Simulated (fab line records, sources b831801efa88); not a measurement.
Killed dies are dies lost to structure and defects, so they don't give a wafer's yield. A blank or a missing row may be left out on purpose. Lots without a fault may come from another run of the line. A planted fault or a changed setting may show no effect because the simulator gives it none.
Which tool did it? | flow sky130 | 13 lots, 39 wafers sampled, at 2 steps of a route of 708

WHAT THE GAUGES READ, wafer by wafer
SKY_VIA3_RS_MEAS_22: measures by four-point-probe. Usual: VIA3_W_RS 0.294 ohm/sq, standard deviation 0.0039.
lot  | measured     | on            | VIA3_W_RS (ohm/sq) | flag
L337 | day 39 16:16 | film_metro-01 | 0.291 0.297 0.296  |
L338 | day 39 17:31 | film_metro-01 | 0.288 0.289 0.290  |
L340 | day 40 08:08 | film_metro-04 | 0.293 0.291 0.292  |
L341 | day 40 19:01 | film_metro-01 | 0.287 0.286 0.290  |
L342 | day 41 03:07 | film_metro-01 | 0.288 0.296 0.293  |
L345 | day 42 22:37 | film_metro-04 | 0.294 0.297 0.298  |
L348 | day 42 23:34 | film_metro-03 | 0.296 0.290 0.294  |
L347 | day 42 23:12 | film_metro-03 | 0.302 0.298 0.295  |
L351 | day 43 18:52 | film_metro-01 | 0.294 0.289 0.292  |
L352 | day 44 04:57 | film_metro-01 | 0.295 0.296 0.297  |
L354 | day 44 13:39 | film_metro-04 | 0.298 0.300 0.297  |
L357 | day 45 00:59 | film_metro-03 | 0.295 0.285 0.294  |
L360 | day 45 17:23 | film_metro-03 | 0.295 0.293 0.291  |

WHICH TOOL RAN EACH LOT (tool, then ch and the chambers of the sampled wafers, then the start)
lot  | SKY_CONTACT_STRIP_19
L337 | plasma_asher-02 ch 1, day 31 12:21
L338 | plasma_asher-02 ch 0,1, day 31 15:01
L340 | plasma_asher-03 ch 0,1, day 32 07:31
L341 | plasma_asher-03 ch 1, day 32 19:29
L342 | plasma_asher-03 ch 0,1, day 33 05:58
L345 | plasma_asher-02 ch 0,1, day 35 03:24
L348 | plasma_asher-02 ch 0,1, day 35 05:22
L347 | plasma_asher-04 ch 0,1, day 35 05:43
L351 | plasma_asher-04 ch 0,1, day 36 05:07
L352 | plasma_asher-02 ch 0,1, day 36 15:27
L354 | plasma_asher-02 ch 0,1, day 37 02:48
L357 | plasma_asher-02 ch 0,1, day 37 13:28
L360 | plasma_asher-04 ch 0,1, day 38 11:22
- SKY_CONTACT_STRIP_19: strips in O2/N2.

WHAT THE TOOLS THEMSELVES READ (means of the sampled wafers that have a number; where no wafer has one, the mark that the record gives instead)
SKY_CONTACT_STRIP_19. Usual: drypump_motor_current_A 5.6 A, standard deviation 0.6; oes_product_au 0.381 a.u., standard deviation 0.005; strip_time_to_endpoint_s 3.62 s, standard deviation 0.043.
lot  | tool            | drypump_motor_current_A (A) | oes_product_au (a.u.) | strip_time_to_endpoint_s (s) | flag
L337 | plasma_asher-02 | 5.2                         | 0.382                 | 3.64                         |
L338 | plasma_asher-02 | 5.9                         | 0.383                 | 3.63                         |
L340 | plasma_asher-03 | 5.5                         | 0.384                 | 3.65                         |
L341 | plasma_asher-03 | 5.3                         | 0.379                 | 3.62                         |
L342 | plasma_asher-03 | 5.5                         | 0.376                 | 3.62                         |
L345 | plasma_asher-02 | 5.5                         | 0.378                 | 3.62                         |
L348 | plasma_asher-02 | 5.5                         | 0.385                 | 3.68                         |
L347 | plasma_asher-04 | 5.3                         | 0.384                 | 3.63                         |
L351 | plasma_asher-04 | 5.9                         | 0.379                 | 3.61                         |
L352 | plasma_asher-02 | 5.5                         | 0.382                 | 3.56                         |
L354 | plasma_asher-02 | 5.5                         | 0.382                 | 3.62                         |
L357 | plasma_asher-02 | 5.5                         | 0.385                 | 3.64                         |
L360 | plasma_asher-04 | 5.9                         | 0.383                 | 3.62                         |

THE ANSWER, worked out from the rows above alone
Rule: a lot is off if the mean of its wafers that have a number lies more than 3 standard deviations from the usual mean. A lot without any number at a reading at which 4 lots or more have one is off too. The other lots that the step has rows for count as sound. The gauges are gone through in route order, then the tools' own readings, and for those a lot's mean is taken as printed above. The first step at which some lot is off is used, and at that step the reading that is off furthest; a lot without a number counts as furthest.
No lot is off at any reading shown: from this, nothing can be told.

WHAT THE SIMULATOR HAD PUT IN
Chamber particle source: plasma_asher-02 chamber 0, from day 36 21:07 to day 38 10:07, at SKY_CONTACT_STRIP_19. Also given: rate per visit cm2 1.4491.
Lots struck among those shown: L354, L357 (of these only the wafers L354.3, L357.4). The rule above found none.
